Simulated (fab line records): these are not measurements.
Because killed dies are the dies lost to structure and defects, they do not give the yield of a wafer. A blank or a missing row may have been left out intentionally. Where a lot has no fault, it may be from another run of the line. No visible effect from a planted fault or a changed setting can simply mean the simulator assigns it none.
What tool caused it? :: flow gf180mcu :: 18 wafers from 6 lots sampled at 2 of the route's 602 steps

## WHAT THE GAUGES READ, wafer by wafer
GF_STI_THK_MEAS_30.
lot: L803
measured: day 2 11:29
on: film_metro-04
STI_OXIDATION_02_THK (nm): 9.77 9.87 9.90

lot: L805
measured: day 2 23:55
on: film_metro-02
STI_OXIDATION_02_THK (nm): 9.77 9.79 9.59

lot: L807
measured: day 3 08:46
on: film_metro-04
STI_OXIDATION_02_THK (nm): 10.42 10.40 10.30

lot: L809
measured: day 3 18:30
on: film_metro-04
STI_OXIDATION_02_THK (nm): 9.95 9.90 10.17

lot: L814
measured: day 4 20:56
on: film_metro-01
STI_OXIDATION_02_THK (nm): 10.19 10.23 10.02

lot: L818
measured: day 5 16:55
on: film_metro-04
STI_OXIDATION_02_THK (nm): 15.87 15.57 15.73

## TOOL THAT RAN EACH LOT (tool first, then ch and the chambers of the sampled wafers, then the start)
lot: L803
GF_STI_OXIDATION_29: furnace-01 ch 0, day 2 10:04

lot: L805
GF_STI_OXIDATION_29: furnace-01 ch 0, day 2 22:31

lot: L807
GF_STI_OXIDATION_29: furnace-02 ch 0, day 3 07:23

lot: L809
GF_STI_OXIDATION_29: furnace-01 ch 0, day 3 17:06

lot: L814
GF_STI_OXIDATION_29: furnace-02 ch 0, day 4 19:31

lot: L818
GF_STI_OXIDATION_29: furnace-02 ch 0, day 5 15:31
- GF_STI_OXIDATION_29: stabilise 600 s, purge 300 s, target thk 10 nm.

## THE ANSWER, worked out from the rows above alone
Rule: usual is defined by the lots themselves. The widest of any qualifying gaps counts: lots, ordered by their means at a reading, are off when they make up no more than a third of the lots, leave a main group of 4 or more, and stand apart from it by 3 or more times the standard deviation of that group's means. A main group whose means are all the same, to the digits that the tables above print for the reading, isn't used. Also off: a lot with no number at a reading for which 4 or more lots have one. Any other lot the step has rows for is counted as sound.
Off: at GF_STI_THK_MEAS_30 (STI_OXIDATION_02_THK), L818. Main group: mean 10.02 nm, sd 0.23.
A tool fits if, at a process step before that reading, it ran every lot that is off, and no sound lot after the first of them. Those tools and the gauges at GF_STI_THK_MEAS_30 are tried in the same way. Undecided on this evidence; 2 tools fit (furnace-02 at GF_STI_OXIDATION_29, film_metro-04 at GF_STI_THK_MEAS_30).

## WHAT HAD BEEN PUT IN BY THE SIMULATOR
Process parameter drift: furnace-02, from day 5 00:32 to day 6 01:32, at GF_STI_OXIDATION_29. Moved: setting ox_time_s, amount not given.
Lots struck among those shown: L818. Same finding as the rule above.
